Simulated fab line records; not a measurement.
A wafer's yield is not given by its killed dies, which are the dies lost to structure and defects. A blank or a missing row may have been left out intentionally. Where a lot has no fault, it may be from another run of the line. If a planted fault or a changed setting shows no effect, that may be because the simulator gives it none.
One fault through the eyes of 2 desks    flow sky130    only its own numbers are on each desk; what lay behind them is given at the end

== TOOL OWNER'S DESK, rieDiel-01 ==
The tool's own readings at SKY_VIA1_ETCH_14 (etches BARC in N2/H2, stops on SiO2, time 45.9 s, target depth 60 nm): means of the sampled wafers that have a number, for each lot that ran on this tool. Marked OUT: a lot whose mean sits more than 4 standard deviations from the usual mean, which makes it out of limits; the brackets give that distance.
Columns: A = drypumpMotorCurrentA at SKY_VIA1_ETCH_14, usual 5.5 A; B = oesProductAu at SKY_VIA1_ETCH_14, usual 0.855 a.u.; C = runLengthS at SKY_VIA1_ETCH_14, usual 74.2 s; D = throttleValvePct at SKY_VIA1_ETCH_14, usual 13.224 %
lot   first seen here  A    B      C     D
L553  day 36 21:53     5.2  0.857  73.8  13.225
L560  day 39 13:45     5.3  0.867  73.2  13.220
L561  day 40 06:08     5.2  0.871  73.2  13.233
Finding of this desk: none of the 3 lots has anything out of limits.

== AT THE METROLOGY DESK ==
What the gauges read for every lot (on any tool): the sampled wafers with a number, averaged. Marked OUT: a lot whose mean sits more than 4 standard deviations from the usual mean, which makes it out of limits; the brackets give that distance.
Columns: A = VIA1_BOW at SKY_VIA1_BOW_MEAS_03, usual 79 um; B = cdNm at SKY_VIA1_CD_MEAS_12, usual 149.4 nm; C = VIA1_OVL at SKY_VIA1_OVL_MEAS_13, usual -3 nm
lot   first seen here  A   B      C
L547  day 34 03:33     73  149.0  -4
L550  day 35 00:11     74  150.3  -2
L553  day 35 18:29     77  148.3  2
L560  day 38 12:34     87  149.2  -2
L561  day 39 04:40     81  148.6  -8
L567  day 40 03:02     88  149.1  -3
Finding of this desk: none of the 6 lots has anything out of limits.

== ALL TOGETHER ==
The tool owner's desk saw nothing out of limits.
From the metrology desk's view, nothing was out of limits.

== WHAT HAD BEEN PUT IN BY THE SIMULATOR ==
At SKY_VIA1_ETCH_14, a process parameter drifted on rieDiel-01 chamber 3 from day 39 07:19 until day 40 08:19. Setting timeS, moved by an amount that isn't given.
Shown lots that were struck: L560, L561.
